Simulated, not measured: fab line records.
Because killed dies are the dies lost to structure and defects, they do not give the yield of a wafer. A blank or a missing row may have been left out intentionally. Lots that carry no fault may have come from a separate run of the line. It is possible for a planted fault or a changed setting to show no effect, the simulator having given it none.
Comparing a struck lot with a sound one | flow gf180mcu | 14 out of 602 route steps
Sound: these wafers, L214.1, L214.2, L214.6. The struck wafers were L224.1, L224.4, L224.6. The cause comes at the end.
At each step with rows: each side's tool, then ch and its chambers, then its first start. Under that, the readings that differ: sound wafers | struck wafers | difference of the means | sigmas: that difference in standard deviations of wafers without a fault.
alike: a reading whose means differ by less than 2 such deviations, as well as words and numbers matching on both sides. not compared: withheld readings; readings where some wafer has no value; bounds like >300 that might hide an equal value; numbers whose values overlap and for which the record gives no deviation.
The two part at a step that has a row with sigmas, a row that says differs or no value, or rows on one side only. Non-overlapping numbers with no deviation appear without sigmas and do not part them. A reading that every wafer of one side lacks parts them only if that side has two wafers or more.

first, 2 steps without rows for these wafers: GF_M5_CLEAN_13 (cleans in DIW); GF_V5_CVD_00 (deposits SiO2, target thk 300 nm, time 50 s).
GF_V5_THK_MEAS_01:
  sound on film metro-04 at day 29 09:56; struck on film metro-04 at day 31 22:49
  alike: V5_CVD_00_THK
GF_V5_CVD_02: deposits SiO2 from TEOS, target thk 1450 nm, time 163.28 s.
  sound on pecvd-03 ch 0,1, day 29 09:59; struck on pecvd-03 ch 0,1,2, day 31 22:52
  alike: heater power outer w, heater power w, rf fwd power W
GF_V5_THK_MEAS_03:
  sound on film metro-03 at day 29 10:06; struck on film metro-02 at day 31 22:58
  alike: V5_CVD_02_THK
GF_V5_CMP_04: polishes SiO2.
  sound on cmp-02 ch 0,1,3, day 29 10:20; struck on cmp-01 ch 2,3, day 31 23:02
  alike: motor current A, slurry flow ml min
GF_V5_BOW_MEAS_05:
  sound on film metro-04 at day 29 10:35; struck on film metro-04 at day 31 23:20
  alike: V5_BOW
then, 5 steps without rows for these wafers: GF_V5_DEHYDRATE_06 (time 60 s); GF_V5_HMDS_07 (prime time 60 s); GF_V5_COAT_08; GF_V5_COAT_09 (resist thk 1000 nm); GF_V5_SOFTBAKE_10 (time 60 s).
GF_V5_EXPOSE_11: exposes mask Via5, target cd 260 nm.
  sound on krf scanner-01 ch 0, day 29 20:21; struck on krf scanner-02, day 32 08:25
  no value came back on the struck wafers for exposure dose mJ cm2, focus offset nm (nm), stage vel mm s (mm/s); on the sound wafers exposure dose mJ cm2 reads 38.00 38.07 38.00
  alike: mask
then, 1 step without rows for these wafers: GF_V5_PEB_12 (peb time 90 s).

== WHERE THEY PART ==
Only at GF_V5_EXPOSE_11, within this record.

WHY: the cause the simulator had injected
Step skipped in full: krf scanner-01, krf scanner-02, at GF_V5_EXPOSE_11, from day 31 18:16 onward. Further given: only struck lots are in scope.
